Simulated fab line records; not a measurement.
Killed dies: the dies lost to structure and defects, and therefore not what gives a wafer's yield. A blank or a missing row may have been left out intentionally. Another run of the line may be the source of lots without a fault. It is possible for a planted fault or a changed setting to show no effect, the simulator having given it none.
fab line records    flow sky130
record lots=7  wafers=21  last-day=48
route steps=708 shown VT_ADJUST_NCORE@125 VT_ADJUST_HVTR@131 PAD_OPEN@708
lots untouched by any fault: they come from a run of this same line in which no faults occurred
start-h: hours from the record's opening day to when the first of the lot's shown wafers began    wait-h: hours elapsed since this lot's preceding step    " identical to the entry in the row above    L1.1+2: several wafers, shown together as one row    - value missing, or start not given    * or withheld: withheld    < > ~ a bound
route shown NAME@n: names a module that has steps shown in the file, with the first one's number in the route    usual: the fault-free wafers' mean and standard deviation    same: alike in all rows    chamber/n: place in a boat    sites: the reading at each site    _std_site: how widely they spread, as a standard deviation    _edge_site: the outer-site mean with the inner-site mean subtracted    radius-mm: for every site, how far away it sits from the centre of the wafer    mask NAME#n: copy n    behind: tool/chamber where the wafer was last shaped    hold: the reason the lot was held/the length of the hold in hours/how it ended    device: the transistor (n, p or np) that didn't switch    end of line: the same wafers' tests at the end of the route    a step without rows: its recipe alone    killed: not the wafer's yield, but the dies lost to structure and defects at the first sort    map: dies across one wafer; x = killed, . = not, _ = none there
set.NAME: the setting as run; set.NAME@STEP: as run at that earlier step    model.NAME: the simulator's own value behind a step, which no gauge read
lots seen at some steps along the route; tables by step, rows by wafer
## steps
# step SKY_VT_ADJUST_NCORE_DEVELOP_06
# recipe resist=NOVOLAK  developer=TMAH  develop-time-s=60  dev-temp-c=23
# step SKY_VT_ADJUST_NCORE_CD_MEAS_07
# recipe target-cd-nm=380
# usual cd-nm=380.4/2.5
lot.wafer  tool       chamber  start-h  wait-h  cd-nm
L300.2     cd-sem-02  -        183.40   0.1     382.4
L300.3     "          -        "        "       384.8
L300.5     "          -        "        "       385.3
L301.1     cd-sem-01  -        190.56   0.1     382.6
L301.3     "          -        "        "       379.8
L301.4     "          -        "        "       380.8
L309.2     cd-sem-01  -        244.66   0.1     377.9
L309.3     "          -        "        "       378.5
L309.4     "          -        "        "       377.5
L310.3     cd-sem-01  -        248.90   0.1     381.9
L310.4     "          -        "        "       381.9
L310.6     "          -        "        "       382.9
L312.1     cd-sem-02  -        268.73   0.2     373.5
L312.2     "          -        "        "       375.2
L312.6     "          -        "        "       376.8
L313.2     cd-sem-01  -        275.26   0.1     381.7
L313.3     "          -        "        "       381.7
L313.5     "          -        "        "       377.6
L314.4     cd-sem-02  -        278.74   0.1     383.0
L314.5     "          -        "        "       380.6
L314.6     "          -        "        "       380.5
# step SKY_VT_ADJUST_NCORE_OVL_MEAS_08
# usual VT_ADJUST_NCORE_OVL=0.2/1.7
lot.wafer  tool        chamber  start-h  wait-h  VT_ADJUST_NCORE_OVL[nm]
L300.2     overlay-01  -        183.50   0.1     -1.8
L300.3     "           -        "        "       1.4
L300.5     "           -        "        "       0.1
L301.1     overlay-01  -        190.68   0.1     -3.7
L301.3     "           -        "        "       -2.4
L301.4     "           -        "        "       -2.0
L309.2     overlay-01  -        244.76   0.1     0.2
L309.3     "           -        "        "       2.2
L309.4     "           -        "        "       1.8
L310.3     overlay-01  -        248.99   0.1     0.6
L310.4     "           -        "        "       -0.3
L310.6     "           -        "        "       -0.2
L312.1     overlay-02  -        268.85   0.1     1.7
L312.2     "           -        "        "       0.6
L312.6     "           -        "        "       1.6
L313.2     overlay-01  -        275.36   0.1     2.8
L313.3     "           -        "        "       2.0
L313.5     "           -        "        "       2.1
L314.4     overlay-01  -        278.82   0.1     1.1
L314.5     "           -        "        "       1.2
L314.6     "           -        "        "       1.8
# step SKY_VT_ADJUST_NCORE_IMPLANT_09
# recipe species=B  energy-kev=10  dose-cm2=2.4e+12  tilt-deg=withheld
# step SKY_VT_ADJUST_NCORE_STRIP_10
# recipe chemistry=O2/N2  power-w=1400  pressure-mtorr=1500  platen-temp-c=withheld  o2-flow-sccm=3000  n2-flow-sccm=300  overash-fraction=0.5
# usual chamber-pressure-mTorr=1500.1/1.3  drypump-motor-current-A=5.5/0.37  n2-flow-sccm=300.1/0.91  oes-product-au=0.716/0.0048  strip-time-to-endpoint-s=14.20/0.04
lot.wafer  tool             chamber  start-h  wait-h  chamber-pressure-mTorr  drypump-motor-current-A  n2-flow-sccm  oes-product-au  rf-hours-counter-h  strip-time-to-endpoint-s
L300.2     plasma-asher-04  1        183.68   0.1     1500.6                  5.6                      299.4         0.712           51                  14.29
L300.3     "                1        "        "       1500.7                  5.6                      298.8         0.721           -                   14.27
L300.5     "                1        "        "       1499.7                  5.6                      300.0         0.719           -                   14.27
L301.1     plasma-asher-02  0        190.86   0.1     1501.7                  4.9                      300.1         0.712           49                  14.28
L301.3     "                0        "        "       1501.5                  4.9                      300.2         0.708           -                   14.26
L301.4     "                1        "        "       1498.4                  5.7                      300.9         0.720           -                   14.24
L309.2     plasma-asher-02  1        244.94   0.1     1499.9                  5.7                      299.1         0.715           54                  14.19
L309.3     "                0        "        "       1499.1                  4.9                      298.2         0.710           -                   14.20
L309.4     "                1        "        "       1501.2                  5.7                      299.1         0.706           -                   14.21
L310.3     plasma-asher-02  0        249.20   0.1     1500.2                  4.8                      302.3         0.713           -                   14.23
L310.4     "                1        "        "       1496.9                  5.7                      300.7         0.718           -                   14.23
L310.6     "                1        "        "       1500.8                  5.7                      300.1         0.722           -                   14.25
L312.1     plasma-asher-03  0        269.03   0.1     1500.8                  6.0                      299.4         0.721           14                  14.19
L312.2     "                1        "        "       1499.4                  5.7                      300.7         0.713           14                  14.15
L312.6     "                1        "        "       1502.6                  5.7                      299.7         0.723           -                   14.15
L313.2     plasma-asher-04  1        275.54   0.1     1498.8                  5.6                      297.9         0.712           60                  14.21
L313.3     "                1        "        "       1499.4                  5.6                      298.6         0.713           -                   14.17
L313.5     "                1        "        "       1498.5                  5.6                      298.6         0.713           -                   14.20
L314.4     plasma-asher-04  0        279.02   0.1     1501.6                  5.4                      299.3         0.716           -                   14.18
L314.5     "                1        "        "       1499.8                  5.6                      301.4         0.712           -                   14.27
L314.6     "                0        "        "       1498.8                  5.4                      299.8         0.727           -                   14.27
# step SKY_VT_ADJUST_NCORE_TW_MEAS_11
# usual VT_ADJUST_NCORE_TW=219.1/1.7
lot.wafer  tool           chamber  start-h  wait-h  VT_ADJUST_NCORE_TW
L300.2     film-metro-02  -        183.79   0.1     219.4
L300.3     "              -        "        "       217.1
L300.5     "              -        "        "       219.1
L301.1     film-metro-02  -        190.96   0.1     216.8
L301.3     "              -        "        "       216.9
L301.4     "              -        "        "       216.5
L309.2     film-metro-01  -        245.05   0.1     221.1
L309.3     "              -        "        "       220.8
L309.4     "              -        "        "       221.2
L310.3     film-metro-01  -        249.28   0.1     221.2
L310.4     "              -        "        "       222.2
L310.6     "              -        "        "       220.4
L312.1     film-metro-01  -        269.13   0.1     220.4
L312.2     "              -        "        "       221.6
L312.6     "              -        "        "       219.5
L313.2     film-metro-02  -        275.65   0.1     217.5
L313.3     "              -        "        "       216.6
L313.5     "              -        "        "       217.6
L314.4     film-metro-01  -        279.11   0.1     220.3
L314.5     "              -        "        "       219.9
L314.6     "              -        "        "       221.2
# step SKY_VT_ADJUST_HVTR_DEHYDRATE_00
# recipe temp-c=200  time-s=60
# step SKY_VT_ADJUST_HVTR_HMDS_01
# recipe prime-time-s=60  prime-temp-c=120
# step SKY_VT_ADJUST_HVTR_COAT_02
# recipe resist=NOVOLAK  spin-rpm=3000  resist-thk-nm=1140
# step SKY_VT_ADJUST_HVTR_SOFTBAKE_03
# recipe temp-c=90  time-s=60  resist=NOVOLAK
# step SKY_VT_ADJUST_HVTR_EXPOSE_04
# recipe mask-id=HVTRM  target-cd-nm=380  na=0.6  source-shape=conventional  sigma-outer=0.6  dose-mj=150
# step SKY_VT_ADJUST_HVTR_PEB_05
# recipe temp-c=withheld  time-s=*  resist=NOVOLAK
# step SKY_VT_ADJUST_HVTR_DEVELOP_06
# recipe develop-time-s=60  dev-temp-c=23
lot.wafer   tool            chamber  start-h  wait-h
L300.2+3+5  litho-track-03  0        204.55   0.1
L301.1+3+4  litho-track-03  0        211.88   0.1
L309.2+3+4  litho-track-03  0        268.50   0.1
L310.3+4+6  litho-track-03  0        272.63   0.1
L312.1+2+6  litho-track-03  0        294.28   0.1
L313.2+3+5  litho-track-01  0        300.76   0.1
L314.4+5+6  litho-track-01  0        304.16   0.1
# step SKY_VT_ADJUST_HVTR_CD_MEAS_07
# recipe target-cd-nm=380
# usual cd-nm=379.5/2.1
lot.wafer  tool       chamber  start-h  wait-h  cd-nm
L300.2     cd-sem-01  -        204.70   0.1     379.0
L300.3     "          -        "        "       378.7
L300.5     "          -        "        "       376.5
L301.1     cd-sem-02  -        212.03   0.1     381.1
L301.3     "          -        "        "       381.3
L301.4     "          -        "        "       383.2
L309.2     cd-sem-01  -        268.65   0.1     282.9
L309.3     "          -        "        "       284.1
L309.4     "          -        "        "       282.5
L310.3     cd-sem-01  -        272.77   0.1     281.2
L310.4     "          -        "        "       280.4
L310.6     "          -        "        "       278.4
L312.1     cd-sem-02  -        294.43   0.1     301.1
L312.2     "          -        "        "       303.5
L312.6     "          -        "        "       305.3
L313.2     cd-sem-01  -        300.91   0.1     383.2
L313.3     "          -        "        "       381.4
L313.5     "          -        "        "       381.1
L314.4     cd-sem-01  -        304.30   0.1     380.7
L314.5     "          -        "        "       383.1
L314.6     "          -        "        "       381.8
# step SKY_VT_ADJUST_HVTR_OVL_MEAS_08
# usual VT_ADJUST_HVTR_OVL=-1.2/1.2
lot.wafer  tool        chamber  start-h  wait-h  VT_ADJUST_HVTR_OVL[nm]
L300.2     overlay-02  -        204.80   0.1     -0.9
L300.3     "           -        "        "       -2.8
L300.5     "           -        "        "       -1.9
L301.1     overlay-01  -        212.15   0.1     -0.2
L301.3     "           -        "        "       -1.1
L301.4     "           -        "        "       -0.7
L309.2     overlay-01  -        268.75   0.1     -2.8
L309.3     "           -        "        "       -1.4
L309.4     "           -        "        "       -0.3
L310.3     overlay-02  -        272.86   0.1     -0.6
L310.4     "           -        "        "       -0.9
L310.6     "           -        "        "       -3.8
L312.1     overlay-01  -        294.55   0.1     -3.5
L312.2     "           -        "        "       0.4
L312.6     "           -        "        "       -2.6
L313.2     overlay-02  -        301.01   0.1     0.0
L313.3     "           -        "        "       -1.7
L313.5     "           -        "        "       2.6
L314.4     overlay-01  -        304.38   0.1     -0.8
L314.5     "           -        "        "       -1.8
L314.6     "           -        "        "       -1.9
# step SKY_PAD_OPEN_PROBE_99
# usual killed_at_M0_to_M3=42/7.4  killed_at_M4_up=3.3/2.1  killed-at-contacts=24/5.3  killed-at-front-end=15/4.5  killed-at-other=0.3/0.57  killed-dies=84/10  killed-open=46/7.5  killed-short=38/6.4
# same gross-dies=492  killed-at-back-side=0
lot.wafer  tool       chamber  start-h  wait-h  killed_at_M0_to_M3  killed_at_M4_up  killed-at-contacts  killed-at-front-end  killed-at-other  killed-dies  killed-open  killed-short
L301.1     prober-01  -        1075.59  0.1     42                  10               26                  14                   0                92           54           38
L301.3     prober-01  -        1075.69  0.2     42                  6                26                  22                   0                96           59           35
L301.4     prober-01  -        1075.74  0.2     30                  4                23                  15                   0                72           41           31
L312.1     prober-02  -        1147.41  0.1     50                  0                20                  8                    0                78           44           34
L312.2     prober-02  -        1147.46  0.1     48                  3                14                  6                    1                72           27           45
L312.6     prober-02  -        1147.66  0.2     44                  4                21                  21                   0                90           42           48
L313.2     prober-02  -        1153.21  0.1     41                  3                23                  15                   0                82           52           30
L313.3     prober-02  -        1153.26  0.2     34                  5                22                  20                   0                81           40           41
L313.5     prober-02  -        1153.36  0.2     41                  3                16                  19                   0                79           44           35
# killed by level:class
L301.1 LI_CONTACT:geometric-particle:open=10 VIA3:geometric-particle:open=10 VIA1:geometric-particle:open=8 VIA2:geometric-particle:open=8 METAL4:geometric-particle:short=8 CONTACT:geometric-particle:open=7 POLY_GATE:geometric-particle:open=6 VIA1:geometric-particle:short=5
L301.3 VIA1:geometric-particle:open=12 CONTACT:geometric-particle:open=9 VIA3:geometric-particle:open=8 LI_CONTACT:geometric-particle:open=7 POLY_GATE:geometric-particle:open=6 LOCAL_INTERCONNECT:geometric-particle:short=6 METAL4:geometric-particle:short=6 FIELD_ISO:geometric-particle:open=5
L301.4 LI_CONTACT:geometric-particle:open=9 VIA1:geometric-particle:open=9 FIELD_ISO:geometric-particle:short=6 FIELD_ISO:geometric-particle:open=5 CONTACT:geometric-particle:short=5 CONTACT:geometric-particle:open=5 VIA2:geometric-particle:short=3 METAL4:geometric-particle:open=3
L312.1 VIA1:geometric-particle:open=13 VIA2:geometric-particle:open=9 CONTACT:geometric-particle:open=8 METAL1:geometric-particle:short=7 METAL2:geometric-particle:short=6 POLY_GATE:geometric-particle:short=5 LI_CONTACT:geometric-particle:open=4 VIA3:geometric-particle:open=4
L312.2 VIA1:geometric-particle:open=11 VIA2:geometric-particle:open=7 METAL1:geometric-particle:short=7 CONTACT:geometric-particle:short=6 VIA2:geometric-particle:short=5 VIA1:geometric-particle:short=4 METAL3:geometric-particle:short=4 VIA3:geometric-particle:short=4
L312.6 VIA1:geometric-particle:open=9 LI_CONTACT:geometric-particle:open=7 METAL1:geometric-particle:short=7 FIELD_ISO:geometric-particle:short=6 METAL2:geometric-particle:short=6 VIA1:geometric-particle:short=5 POLY_GATE:geometric-particle:short=5 CONTACT:geometric-particle:open=5
L313.2 CONTACT:geometric-particle:open=14 VIA1:geometric-particle:open=9 POLY_GATE:geometric-particle:open=7 METAL1:geometric-particle:short=7 METAL2:geometric-particle:short=6 VIA2:geometric-particle:open=5 VIA3:geometric-particle:open=4 FIELD_ISO:geometric-particle:short=3
L313.3 VIA3:geometric-particle:open=8 LI_CONTACT:geometric-particle:open=7 FIELD_ISO:geometric-particle:short=6 POLY_GATE:geometric-particle:short=5 CONTACT:geometric-particle:open=5 VIA1:geometric-particle:open=5 LOCAL_INTERCONNECT:geometric-particle:short=4 VIA1:geometric-particle:short=4
L313.5 VIA1:geometric-particle:open=11 VIA3:geometric-particle:open=9 VIA1:geometric-particle:short=6 POLY_GATE:geometric-particle:short=5 CONTACT:geometric-particle:open=5 FIELD_ISO:geometric-particle:open=4 POLY_GATE:geometric-particle:open=4 CONTACT:geometric-particle:short=4
## key
first-sign step=SKY_VT_ADJUST_HVTR_CD_MEAS_07  reading=cd-nm  direction=down  sigmas=43  usual=379.5  struck=288.8  through=control-loop
effect none on later readings
met-at SKY_VT_ADJUST_HVTR_DEVELOP_06
struck-wafers L309.2,L309.3,L309.4,L310.3,L310.4,L310.6,L312.1,L312.2,L312.6
tester-left-out L309,L310,L312
loop-trim step=SKY_VT_ADJUST_HVTR_EXPOSE_04  setting=dose  lots=L312
onset-between 211.88 268.50
fault kind=process-parameter-drift  tool=litho-track-03  chamber=-  onset-h=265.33  steps=SKY_VT_ADJUST_HVTR_DEVELOP_06  channel=develop-time-s  offset=*  shape=step  end-h=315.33  acts-in=*  stated=*
# tester-left-out: of these lots the tester's yield and bins aren't shown, on N5 and GAA mostly nor the transistor test; their killed dies are dies lost to structure and defects alone, not to doping, threshold or leakage, so they don't give the yield
# loop-trim: a control loop set the setting to another value than it would have without faults
